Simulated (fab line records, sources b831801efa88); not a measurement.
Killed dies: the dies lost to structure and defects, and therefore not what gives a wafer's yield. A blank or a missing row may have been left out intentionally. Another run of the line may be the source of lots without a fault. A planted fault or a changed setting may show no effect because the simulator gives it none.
A lot that was struck, set against a sound lot    flow sky130    17 steps out of a route of 708
Sound: these wafers, L147.1, L147.2, L147.3. The struck wafers were L165.2, L165.3, L165.5. At the end, the cause is stated.
At each step with rows: each side's tool, then ch and its chambers, then its first start. Under that, the readings that differ: sound wafers    struck wafers    difference of the means    sigmas: that difference in standard deviations of wafers without a fault.
alike: words and numbers the same on both sides, and readings whose means are apart by under 2 such deviations; not compared: readings that were withheld, readings missing a value for some wafer, numbers with overlapping values and no deviation given by the record, and bounds like >300 which may hide the same value.
Wherever a step has rows on one side only, a row that says differs or no value, or a row with sigmas, the two part there. Numbers that don't overlap but have no deviation are shown without sigmas and don't part them. Lack of a reading on every wafer of one side parts them only where that side has two or more wafers.

first, 5 steps without rows for these wafers: SKY_SD_N_COAT_02 (resist thk 1140 nm); SKY_SD_N_SOFTBAKE_03 (time 60 s); SKY_SD_N_EXPOSE_04 (exposes mask NSDM, target cd 380 nm); SKY_SD_N_PEB_05; SKY_SD_N_DEVELOP_06 (develop time 60 s).
SKY_SD_N_CD_MEAS_07 targets a cd of 380 nm.
  sound on cd-sem-01 at day 29 01:39; struck on cd-sem-01 at day 35 01:41
  alike: cd-nm
SKY_SD_N_OVL_MEAS_08:
  sound on overlay-01 at day 29 01:46; struck on overlay-01 at day 35 01:47
  alike: SD_N_OVL
then, 2 steps without rows for these wafers: SKY_SD_N_IMPLANT_09; SKY_SD_N_IMPLANT_10.
SKY_SD_N_STRIP_11: strips in O2/N2.
  sound on plasma-asher-02 ch 0,1, day 29 02:07; struck on plasma-asher-02 ch 0,1, day 35 02:07
  alike: drypump-motor-current-A, n2-flow-sccm, oes-product-au, strip-time-to-endpoint-s
  not compared: rf-hours-counter-h
SKY_SD_N_TW_MEAS_12:
  sound on film-metro-02 at day 29 02:13; struck on film-metro-03 at day 35 02:14
  alike: SD_N_TW
then, 1 step without rows for these wafers: SKY_SD_N_CLEAN_13 (cleans in SC1/SC2, time 150 s).
SKY_SD_N_RTA_14: time 2 s.
  sound on rtp-anneal-02 ch 0, day 29 02:19; struck on rtp-anneal-01 ch 0, day 35 02:20
reading             sound              struck             difference  sigmas
lamp-power-pct (%)  15.79 15.77 15.73  15.29 15.27 15.30  -0.48       -8
  alike: ramp-up-c-per-s, wafer_temp_C_max
SKY_SD_N_RS_MEAS_16: measures by four-point-probe.
  sound on film-metro-04 at day 29 02:29; struck on film-metro-04 at day 35 02:53
reading           sound              struck             difference  sigmas
SD_N_RS (ohm/sq)  68.56 68.44 68.44  70.68 70.68 70.69  +2.20       +20
  not compared: hold
SKY_SD_N_RS_MEAS_17: measures by four-point-probe.
  sound on film-metro-04 at day 29 02:37; struck on film-metro-04 at day 35 08:04
reading           sound              struck             difference  sigmas
SD_P_RS (ohm/sq)  147.3 146.5 147.1  159.4 159.9 159.9  +12.8       +35
  not compared: hold
SKY_SD_N_RS_MEAS_18: measures by four-point-probe.
  sound on film-metro-04 at day 29 02:44; struck on film-metro-04 at day 35 11:11
reading                sound              struck                                                                      difference                    sigmas
hold                   - - -              await-dispo/3.0h/release await-dispo/3.0h/release await-dispo/3.0h/release  no value on the sound wafers  
RES_XHIGH_RS (ohm/sq)  331.4 331.8 331.6  328.4 327.2 328.7                                                           -3.5                          -3
-- record jumps: 15 days separate the struck wafers' starts on either side; left off in module SD_N, taken up again in module PAD_OPEN, whose first shown step is the route's number 708 --
SKY_PAD_OPEN_PROBE_99:
  sound on prober-02 at day 46 16:58; struck on prober-01 at day 50 18:34
reading                               sound              struck             difference  sigmas
model.etest.res-xhigh-po.line-ohm-um  5746 5752 6075     6656 6606 7090     +926        
model.etest.res-xhigh-po.rs-ohm-sq    2082 2015 2087     2372 2297 2439     +308        
model.etest.res-pdiff.line-ohm-um     1341 1289 1360     1517 1510 1481     +173        
model.etest.res-high-po.line-ohm-um   735.9 724.6 768.7  857 859.3 916.6    +135        
model.etest.licon-high-po.rc-ohm      348.8 337.2 354.7  437.2 425.3 451.2  +91.0       
model.etest.res-high-po.rs-ohm-sq     262.5 260.1 265.2  302.9 301.9 312    +43.0       
  alike: killed_at_M0_to_M3, killed_at_M4_up, killed-at-contacts, killed-at-front-end, killed-at-other, killed-dies, killed-open, killed-short
  not compared: model.etest.pfet_01v8.r-on-ohm-um, model.etest.licon-pdiff.rc-ohm

## WHERE THEY PART
Last at SKY_SD_N_RS_MEAS_18 as far as this record goes, first at SKY_SD_N_RTA_14. Later steps at which nothing parts them and some readings are alike: SKY_PAD_OPEN_PROBE_99.

WHY: whatever the simulator had introduced
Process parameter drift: rtp-anneal-01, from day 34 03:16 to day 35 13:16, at SKY_SD_N_RTA_14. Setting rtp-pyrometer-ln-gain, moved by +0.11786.
